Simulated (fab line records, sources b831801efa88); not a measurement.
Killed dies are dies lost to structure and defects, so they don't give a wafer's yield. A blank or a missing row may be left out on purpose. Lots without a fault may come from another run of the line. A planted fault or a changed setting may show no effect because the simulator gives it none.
A struck lot beside a sound one | flow sky130 | 14 steps out of a route of 708
Sound: wafers L507.2, L507.3, L507.6. Struck: wafers L503.1, L503.3, L503.5. The cause comes at the end.
At each step with rows: each side's tool, then ch and its chambers, then its first start. Under that, the readings that differ: sound wafers | struck wafers | difference of the means | sigmas: that difference in standard deviations of wafers without a fault.
alike: readings whose means differ by less than 2 such deviations, and words and numbers that are the same on both sides. not compared: withheld readings, readings that some wafer has no value for, bounds like >300 that may hide the same value, and numbers for which the record gives no deviation and whose values overlap.
The two part at a step that has a row with sigmas, a row that says differs or no value, or rows on one side only. Numbers that don't overlap but have no deviation are shown without sigmas and don't part them. A reading that every wafer of one side lacks parts them only if that side has two wafers or more.

SKY_VIA1_CD_MEAS_12: target cd 150 nm.
  sound on cd_sem-01, day 39 23:01; struck on cd_sem-01, day 39 04:52
  alike: cd_nm
SKY_VIA1_OVL_MEAS_13:
  sound on overlay-01, day 39 23:07; struck on overlay-02, day 39 04:59
  alike: VIA1_OVL
SKY_VIA1_ETCH_14: etches BARC in N2/H2, stops on SiO2, time 45.9 s, target depth 60 nm.
  sound on rie_diel-02 ch 1,2,3, day 39 23:09; struck on rie_diel-04 ch 0,3, day 39 05:01
  alike: drypump_motor_current_A, n2_flow_sccm, oes_product_au, throttle_valve_pct
  not compared: rf_hours_counter_h
SKY_VIA1_ETCH_15: etches SiO2 in C4F8/O2/Ar, stops on TiN, target depth 351 nm, time 54 s.
  sound on rie_diel-02 ch 1,2,3, day 39 23:11; struck on rie_diel-04 ch 0,3, day 39 05:03
  reading               | sound             | struck            | difference | sigmas
  oes_product_au (a.u.) | 0.978 0.990 0.986 | 0.963 0.978 0.958 | -0.018     | -2
  not compared: rf_hours_counter_h
SKY_VIA1_STRIP_16: strips in O2/N2.
  sound on plasma_asher-02 ch 0,1, day 39 23:14; struck on plasma_asher-02 ch 0,1, day 39 05:06
  reading               | sound             | struck            | difference | sigmas
  oes_product_au (a.u.) | 0.416 0.402 0.407 | 0.423 0.413 0.420 | +0.010     | +2
  alike: drypump_motor_current_A, n2_flow_sccm, strip_time_to_endpoint_s
  not compared: rf_hours_counter_h
then, 3 steps without rows for these wafers: SKY_VIA1_STRIP_17 (strips in post etch residue remover, time 1200 s); SKY_VIA1_CLEAN_18 (cleans in IPA, time 180 s); SKY_VIA1_CLEAN_19 (cleans in O3/DIW).
SKY_VIA1_SPUTTER_20: material TiN, target thk 20 nm, time 80 s.
  sound on pvd_sputter-04, day 39 23:50; struck on pvd_sputter-04, day 39 05:44
  alike: throttle_valve_pct
SKY_VIA1_CVD_21: deposits W, target thk 270 nm, time 80.902 s.
  sound on cvd_w-02 ch 0,1, day 39 23:53; struck on cvd_w-01 ch 0, day 39 05:47
  alike: chamber_pressure_Torr, heater_power_w
SKY_VIA1_RS_MEAS_22: measures by four-point-probe.
  sound on film_metro-03, day 40 00:00; struck on film_metro-01, day 39 05:59
  alike: VIA1_W_RS
SKY_VIA1_THK_MEAS_23: measures by xrf.
  sound on film_metro-03, day 40 00:07; struck on film_metro-01, day 39 06:06
  alike: VIA1_W_THK
SKY_VIA1_CMP_24: polishes, stops on SiO2, t overpolish 15 s, target thk 0 nm.
  sound on cmp-02 ch 1,3, day 40 00:10; struck on cmp-01 ch 1,2,3, day 39 07:29
  no value came back on the struck wafers for any of 6 readings (edge_zone_pressure_frac, head_pressure_psi (psi) and others); on the sound wafers edge_zone_pressure_frac reads 1.001 0.997 0.998
  reading                                  | sound             | struck            | difference | sigmas
  model.W_of_VIA1_CVD_21.thk_nm (nm)       | 0 0 0             | 276.3 275.1 275.1 | +275.5     |
  model.SiO2_of_VIA1_HDPCVD_00.thk_nm (nm) | 341.5 341.3 343.2 | 345.1 344.8 346.1 | +3.3       |
-- the record jumps here: 11 days lie between the struck wafers' starts before and after (it left off in module VIA1 and takes up again in module PAD_OPEN, whose first step shown is number 708 of the route) --
SKY_PAD_OPEN_PROBE_99:
  the record has rows for the struck wafers here (prober-01, day 49 19:49) and none for the sound ones

WHERE THEY PART
First at SKY_VIA1_ETCH_15; last, within this record, at SKY_PAD_OPEN_PROBE_99.

WHY: what the simulator had put in
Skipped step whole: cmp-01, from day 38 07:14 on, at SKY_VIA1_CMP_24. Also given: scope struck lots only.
